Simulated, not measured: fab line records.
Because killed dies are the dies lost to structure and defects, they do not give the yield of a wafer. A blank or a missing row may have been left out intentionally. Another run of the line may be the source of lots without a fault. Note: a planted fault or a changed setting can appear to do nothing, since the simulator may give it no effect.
Which tool is to blame? / flow gf180mcu / at 1 step of a route of 602, 14 lots with 42 wafers sampled

== WHAT THE GAUGES SHOWED, per wafer ==
GF_STI_THK_MEAS_02. Usual: STI_OXIDATION_THK typically reads 9.97 nm, with standard deviation 0.19.
lot=L573; measured=day 1 11:31; on=film_metro-03; STI_OXIDATION_THK (nm)=9.81 9.86 9.84; flag=
lot=L574; measured=day 1 16:31; on=film_metro-02; STI_OXIDATION_THK (nm)=10.06 10.26 10.01; flag=
lot=L575; measured=day 1 21:58; on=film_metro-03; STI_OXIDATION_THK (nm)=10.10 10.09 9.92; flag=
lot=L576; measured=day 2 02:31; on=film_metro-02; STI_OXIDATION_THK (nm)=9.91 9.76 9.57; flag=
lot=L577; measured=day 2 08:00; on=film_metro-01; STI_OXIDATION_THK (nm)=10.16 10.36 10.25; flag=
lot=L579; measured=day 2 17:32; on=film_metro-02; STI_OXIDATION_THK (nm)=10.20 9.92 10.03; flag=
lot=L581; measured=day 3 04:00; on=film_metro-03; STI_OXIDATION_THK (nm)=9.81 9.95 9.90; flag=
lot=L582; measured=day 3 08:31; on=film_metro-03; STI_OXIDATION_THK (nm)=9.85 9.75 9.86; flag=
lot=L586; measured=day 4 05:22; on=film_metro-03; STI_OXIDATION_THK (nm)=10.01 10.09 10.06; flag=
lot=L592; measured=day 5 11:22; on=film_metro-02; STI_OXIDATION_THK (nm)=9.98 10.06 10.36; flag=
lot=L593; measured=day 5 15:31; on=film_metro-03; STI_OXIDATION_THK (nm)=9.94 9.79 10.02; flag=
lot=L594; measured=day 5 20:31; on=film_metro-03; STI_OXIDATION_THK (nm)=10.06 10.14 10.04; flag=
lot=L595; measured=day 6 01:38; on=film_metro-03; STI_OXIDATION_THK (nm)=9.99 10.00 10.04; flag=
lot=L596; measured=day 6 06:43; on=film_metro-01; STI_OXIDATION_THK (nm)=10.01 9.98 10.01; flag=

== WHAT TOOL EACH LOT RAN ON (gives the tool, then ch and the chambers of the sampled wafers, and finally the start) ==
Before these readings, the record contains no process step.

== AS READ BY THE TOOLS THEMSELVES (means over the sampled wafers that have a number; for cases with no such wafer, the mark the record gives instead) ==
The record holds no such reading with a usual standard deviation.

== THE ANSWER, worked out from the rows above alone ==
Rule: a lot counts as off when the mean over its wafers that have a number is more than 3 standard deviations away from the usual mean. A lot without any number at a reading at which 4 lots or more have one is off too. All remaining lots with rows at the step are treated as sound. First the gauges in route order, then the tools' own readings, where a lot's mean is used as printed above. The first step at which some lot is off is used, and at that step the reading that is off furthest; a lot without a number counts as furthest.
No lot is off on any of the readings shown, so nothing can be concluded from this.

== WHAT THE SIMULATOR PUT IN ==
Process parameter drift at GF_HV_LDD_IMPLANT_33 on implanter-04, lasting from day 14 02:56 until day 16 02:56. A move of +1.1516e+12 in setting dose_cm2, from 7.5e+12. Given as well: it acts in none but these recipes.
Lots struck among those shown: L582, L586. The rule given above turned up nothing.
